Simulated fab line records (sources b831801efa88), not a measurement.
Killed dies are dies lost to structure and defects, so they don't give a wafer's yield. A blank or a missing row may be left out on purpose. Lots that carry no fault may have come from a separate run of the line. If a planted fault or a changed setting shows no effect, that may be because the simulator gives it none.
A struck lot beside a sound one    flow sky130    15 steps out of a route of 708
Sound: the wafers L318.4, L318.5, L318.6. Struck: wafers L330.1, L330.2, L330.6. The cause comes at the end.
At each step with rows: each side's tool, then ch and its chambers, then its first start. Under that, the readings that differ: sound wafers    struck wafers    difference of the means    sigmas: that difference in standard deviations of wafers without a fault.
alike: words and numbers the same on both sides, and readings whose means are apart by under 2 such deviations; not compared: readings that were withheld, readings missing a value for some wafer, numbers with overlapping values and no deviation given by the record, and bounds like >300 which may hide the same value.
The two part at a step that has a row with sigmas, a row that says differs or no value, or rows on one side only. Non-overlapping numbers with no deviation appear without sigmas and do not part them. Lack of a reading on every wafer of one side parts them only where that side has two or more wafers.

SKY_VIA2_BOW_MEAS_03:
  struck on filmMetro-02, day 39 21:45; sound on filmMetro-02, day 36 03:59
  alike: VIA2_BOW
then, 8 steps without rows for these wafers: SKY_VIA2_DEHYDRATE_04 (time 60 s); SKY_VIA2_HMDS_05 (prime time 60 s); SKY_VIA2_COAT_06 (resist thk 60 nm); SKY_VIA2_COAT_07 (resist thk 450 nm); SKY_VIA2_SOFTBAKE_08 (time 90 s); SKY_VIA2_EXPOSE_09 (exposes mask VIM2, target cd 200 nm); SKY_VIA2_PEB_10; SKY_VIA2_DEVELOP_11 (develop time 60 s).
SKY_VIA2_CD_MEAS_12: target cd 200 nm.
  struck on cdSem-01, day 40 22:17; sound on cdSem-02, day 37 06:21
  alike: cdNm
SKY_VIA2_OVL_MEAS_13:
  struck on overlay-01, day 40 22:24; sound on overlay-01, day 37 06:26
  alike: VIA2_OVL
SKY_VIA2_ETCH_14: etches BARC in N2/H2, stops on SiO2, time 45.9 s, target depth 60 nm.
  sound on rieDiel-03 ch 2,3, day 37 06:26; struck on rieDiel-02 ch 1,3, day 40 22:26
  alike: drypumpMotorCurrentA, oesProductAu, rfFwdPowerW, throttleValvePct
  not compared: rfHoursCounterH
SKY_VIA2_ETCH_15: etches SiO2 in C4F8/O2/Ar, stops on TiN, target depth 546 nm, time 84 s.
  sound on rieDiel-03 ch 2,3, day 37 06:29; struck on rieDiel-02 ch 1,3, day 40 22:29
reading                                     sound            struck           difference  sigmas
rfFwdPowerW (W)                             1481 1482 1492   1720 1720 1718   +234        +46
model.KrF-thick_of_VIA2_COAT_07.thkNm (nm)  287.3 288.4 290  281 278.4 278.7  -9          
  alike: oesProductAu
  not compared: rfHoursCounterH, model.TiN_of_METAL2_SPUTTER_04.thkNm
SKY_VIA2_STRIP_16: strips in O2/N2.
  sound on plasmaAsher-03 ch 0,1, day 37 06:35; struck on plasmaAsher-03 ch 0,1, day 40 22:32
reading                   sound           struck          difference  sigmas
stripTimeToEndpointS (s)  4.08 4.11 4.13  4.01 3.99 3.99  -0.11       -3
  alike: drypumpMotorCurrentA, o2FlowSccm, oesProductAu
  not compared: rfHoursCounterH
SKY_PAD_OPEN_PROBE_99:
  sound wafers here have rows in the record (prober-01, day 46 15:44); struck ones have none

## WHERE THEY PART
Earliest at SKY_VIA2_ETCH_15; latest, in this record, at SKY_PAD_OPEN_PROBE_99.

WHY: whatever the simulator had introduced
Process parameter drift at SKY_VIA2_ETCH_15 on rieDiel-02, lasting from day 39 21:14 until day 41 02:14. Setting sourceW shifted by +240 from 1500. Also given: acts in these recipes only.
